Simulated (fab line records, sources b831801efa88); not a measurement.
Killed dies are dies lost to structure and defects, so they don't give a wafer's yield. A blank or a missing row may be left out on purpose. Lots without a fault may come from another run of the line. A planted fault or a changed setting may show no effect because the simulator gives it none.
Which tool did it? | flow sfq_line | 14 lots, 42 wafers sampled, at 1 step of a route of 325

WHAT THE GAUGES READ, wafer by wafer
The record holds no reading of a measuring or inspecting step that can be judged against a usual standard deviation.

WHICH TOOL RAN EACH LOT (tool, then ch and the chambers of the sampled wafers, then the start)
lot  | SFQ_TRILAYER_M8_LITHO_EXPOSE_194
L935 | krf_scanner-01 ch 0, day 76 23:40
L936 | krf_scanner-01 ch 0, day 77 03:28
L937 | krf_scanner-02 ch 0, day 77 06:59
L938 | krf_scanner-01 ch 0, day 77 18:31
L939 | krf_scanner-02 ch 0, day 77 23:59
L940 | krf_scanner-02, day 78 04:23
L941 | krf_scanner-02, day 78 10:23
L942 | krf_scanner-02 ch 0, day 78 13:11
L946 | krf_scanner-02 ch 0, day 79 09:11
L950 | krf_scanner-02 ch 0, day 79 17:35
L954 | krf_scanner-02 ch 0, day 80 11:47
L955 | krf_scanner-02 ch 0, day 80 12:47
L956 | krf_scanner-02 ch 0, day 80 14:11
L957 | krf_scanner-02 ch 0, day 80 18:47
- SFQ_TRILAYER_M8_LITHO_EXPOSE_194: exposes mask M8, target cd 2000 nm.

WHAT THE TOOLS THEMSELVES READ (means of the sampled wafers that have a number; where no wafer has one, the mark that the record gives instead)
SFQ_TRILAYER_M8_LITHO_EXPOSE_194. Usual: exposure_dose_mJ_cm2 14.400, standard deviation 0.013; focus_offset_nm 0.0 nm, standard deviation 0.47.
lot  | tool           | exposure_dose_mJ_cm2 | focus_offset_nm (nm) | flag
L935 | krf_scanner-01 | 14.410               | 0.1                  |
L936 | krf_scanner-01 | 14.411               | -0.3                 |
L937 | krf_scanner-02 | 14.392               | 0.7                  |
L938 | krf_scanner-01 | 14.402               | 0.1                  |
L939 | krf_scanner-02 | 14.380               | -0.7                 |
L940 | krf_scanner-02 | -                    | -                    | OFF
L941 | krf_scanner-02 | -                    | -                    | OFF
L942 | krf_scanner-02 | 14.420               | -0.0                 |
L946 | krf_scanner-02 | 14.403               | 0.2                  |
L950 | krf_scanner-02 | 14.406               | -0.3                 |
L954 | krf_scanner-02 | 14.398               | -0.1                 |
L955 | krf_scanner-02 | 14.394               | 0.1                  |
L956 | krf_scanner-02 | 14.407               | -0.4                 |
L957 | krf_scanner-02 | 14.406               | 0.1                  |

THE ANSWER, worked out from the rows above alone
Rule: a lot is off if the mean of its wafers that have a number lies more than 3 standard deviations from the usual mean. A lot without any number at a reading at which 4 lots or more have one is off too. The other lots that the step has rows for count as sound. The gauges are gone through in route order, then the tools' own readings, and for those a lot's mean is taken as printed above. The first step at which some lot is off is used, and at that step the reading that is off furthest; a lot without a number counts as furthest.
Off: L940, L941, at SFQ_TRILAYER_M8_LITHO_EXPOSE_194 (exposure_dose_mJ_cm2). Without a number there: L940, L941.
A tool fits if, at that step or a process step before it, it ran every lot that is off, and no sound lot after the first of them. None of those tried fits.

WHAT THE SIMULATOR HAD PUT IN
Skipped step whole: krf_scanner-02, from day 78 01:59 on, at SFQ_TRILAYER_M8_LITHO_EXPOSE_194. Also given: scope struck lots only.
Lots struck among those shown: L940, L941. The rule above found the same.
